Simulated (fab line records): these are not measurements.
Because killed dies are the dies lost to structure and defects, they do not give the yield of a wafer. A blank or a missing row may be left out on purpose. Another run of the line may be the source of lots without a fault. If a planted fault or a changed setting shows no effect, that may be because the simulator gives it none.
Matching of chambers / flow sky130 / rie_diel-01 running SKY_LI_CONTACT_ETCH_14: 4 sister chambers
The step etches BARC in N2/H2, stops on SiO2, time 45.9 s, target depth 60 nm. 8 wafers are shown with their chamber, then 10 later ones without.

## WAFERS WITH THEIR CHAMBER
wafer=L078.4; chamber=1; drypump_motor_current_A (A)=5.47; oes_product_au (a.u.)=0.856
wafer=L079.1; chamber=1; drypump_motor_current_A (A)=5.52; oes_product_au (a.u.)=0.854
wafer=L079.3; chamber=0; drypump_motor_current_A (A)=5.94; oes_product_au (a.u.)=0.860
wafer=L079.4; chamber=2; drypump_motor_current_A (A)=5.63; oes_product_au (a.u.)=0.856
wafer=L079.5; chamber=2; drypump_motor_current_A (A)=5.63; oes_product_au (a.u.)=0.860
wafer=L079.6; chamber=3; drypump_motor_current_A (A)=6.00; oes_product_au (a.u.)=0.854
wafer=L085.1; chamber=0; drypump_motor_current_A (A)=5.92; oes_product_au (a.u.)=0.857
wafer=L085.3; chamber=3; drypump_motor_current_A (A)=5.98; oes_product_au (a.u.)=0.854

## WAFERS WITH NO CHAMBER GIVEN
wafer=L085.6; drypump_motor_current_A (A)=5.92; oes_product_au (a.u.)=0.856
wafer=L092.1; drypump_motor_current_A (A)=5.49; oes_product_au (a.u.)=0.862
wafer=L092.2; drypump_motor_current_A (A)=5.93; oes_product_au (a.u.)=0.854
wafer=L092.3; drypump_motor_current_A (A)=5.61; oes_product_au (a.u.)=0.856
wafer=L092.4; drypump_motor_current_A (A)=5.62; oes_product_au (a.u.)=0.867
wafer=L092.5; drypump_motor_current_A (A)=5.91; oes_product_au (a.u.)=0.859
wafer=L092.6; drypump_motor_current_A (A)=5.51; oes_product_au (a.u.)=0.855
wafer=L095.1; drypump_motor_current_A (A)=5.64; oes_product_au (a.u.)=0.855
wafer=L095.2; drypump_motor_current_A (A)=5.52; oes_product_au (a.u.)=0.856
wafer=L095.3; drypump_motor_current_A (A)=5.96; oes_product_au (a.u.)=0.854

## THE CHAMBER EACH PASSED THROUGH
wafer=L085.6; from the rows above=0; in truth=0
wafer=L092.1; from the rows above=1; in truth=1
wafer=L092.2; from the rows above=can't be placed: 0 or 3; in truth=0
wafer=L092.3; from the rows above=2; in truth=2
wafer=L092.4; from the rows above=2; in truth=2
wafer=L092.5; from the rows above=0; in truth=0
wafer=L092.6; from the rows above=1; in truth=1
wafer=L095.1; from the rows above=2; in truth=2
wafer=L095.2; from the rows above=1; in truth=1
wafer=L095.3; from the rows above=can't be placed: 3 or 0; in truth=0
8 of 10 placed correctly. Unplaceable from these rows: 2, with the true chamber sitting among the candidates in 2. Placed wrongly: 0.
How it was worked out, from the rows above alone: a wafer's distance from a chamber is the root of the sum, over the readings, of the square of ((its reading less the chamber's mean) divided by the reading's scatter). The wafer belongs to the nearest chamber; if the next one is less than 2 further off, it can't be placed. A chamber's mean is the mean of its shown wafers. The scatter: take each reading less its chamber's mean, square it, sum over the shown wafers, divide by the number of wafers less the number of chambers, and take the root.
